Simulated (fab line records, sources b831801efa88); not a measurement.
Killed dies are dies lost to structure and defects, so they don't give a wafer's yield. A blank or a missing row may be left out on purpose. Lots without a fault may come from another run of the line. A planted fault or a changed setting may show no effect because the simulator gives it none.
Which tool did it? | flow sky130 | 10 lots, 30 wafers sampled, at 3 steps of a route of 708

WHAT THE GAUGES READ, wafer by wafer
SKY_METAL2_THK_MEAS_06: measures by xrf.
lot  | measured     | on            | METAL2_ALCU_THK (nm)
L764 | day 34 11:33 | film_metro-02 | 244.2 246.1 242.9
L765 | day 34 22:22 | film_metro-04 | 245.5 248.3 247.8
L766 | day 35 00:17 | film_metro-02 | 246.8 244.5 245.9
L767 | day 35 06:45 | film_metro-03 | 248.3 249.9 253.1
L769 | day 37 01:07 | film_metro-03 | 250.2 250.2 250.4
L773 | day 38 05:43 | film_metro-04 | 249.8 247.7 251.0
L780 | day 40 06:37 | film_metro-04 | 248.6 248.8 250.0
L782 | day 40 16:50 | film_metro-03 | 244.1 270.7 269.7
L784 | day 41 00:01 | film_metro-03 | 252.7 253.2 252.2
L786 | day 41 05:02 | film_metro-02 | 251.7 249.8 254.8

WHICH TOOL RAN EACH LOT (tool, then ch and the chambers of the sampled wafers, then the start)
lot  | SKY_METAL1_METAL_ETCH_19          | SKY_METAL2_SPUTTER_04
L764 | rie_metal-04 ch 0,1, day 33 05:35 | pvd_sputter-02, day 34 11:23
L765 | rie_metal-02 ch 0,1, day 33 16:47 | pvd_sputter-01, day 34 22:12
L766 | rie_metal-02 ch 0,1, day 33 18:40 | pvd_sputter-02, day 35 00:07
L767 | rie_metal-04 ch 0, day 34 01:15   | pvd_sputter-02, day 35 06:35
L769 | rie_metal-01 ch 0,1, day 35 19:19 | pvd_sputter-01, day 37 00:56
L773 | rie_metal-02 ch 0,1, day 37 00:12 | pvd_sputter-01, day 38 05:32
L780 | rie_metal-02 ch 0,1, day 39 02:17 | pvd_sputter-04, day 40 06:26
L782 | rie_metal-01 ch 0,1, day 39 12:28 | pvd_sputter-01, day 40 16:40
L784 | rie_metal-04 ch 0,1, day 39 19:34 | pvd_sputter-04, day 40 23:50
L786 | rie_metal-02 ch 0,1, day 40 02:08 | pvd_sputter-02, day 41 04:52
- SKY_METAL1_METAL_ETCH_19: etches the open film in Cl2/BCl3, stops on SiO2, target depth 360 nm, time 78 s.
- SKY_METAL2_SPUTTER_04: material TiN, target thk 70 nm, time 58.3 s.

THE ANSWER, worked out from the rows above alone
Rule: what is usual is taken from the lots themselves. Put in order of their means at a reading, lots are off if they are a third of the lots or fewer, leave a main group of 4 or more, and stand apart from it by a gap of 3 or more times the standard deviation of the main group's means; of several such gaps the widest counts. A main group whose means are all the same, to the digits that the tables above print for the reading, isn't used. A lot without any number at a reading at which 4 lots or more have one is off too. The other lots that the step has rows for count as sound.
Off: L782, at SKY_METAL2_THK_MEAS_06 (METAL2_ALCU_THK). The main group: mean 249.1 nm, standard deviation 2.6.
A tool fits if, at a process step before that reading, it ran every lot that is off, and no sound lot after the first of them. The gauges at SKY_METAL2_THK_MEAS_06 are tried like those tools. Can't be told from this: 2 tools fit, rie_metal-01 at SKY_METAL1_METAL_ETCH_19, pvd_sputter-01 at SKY_METAL2_SPUTTER_04.

WHAT THE SIMULATOR HAD PUT IN
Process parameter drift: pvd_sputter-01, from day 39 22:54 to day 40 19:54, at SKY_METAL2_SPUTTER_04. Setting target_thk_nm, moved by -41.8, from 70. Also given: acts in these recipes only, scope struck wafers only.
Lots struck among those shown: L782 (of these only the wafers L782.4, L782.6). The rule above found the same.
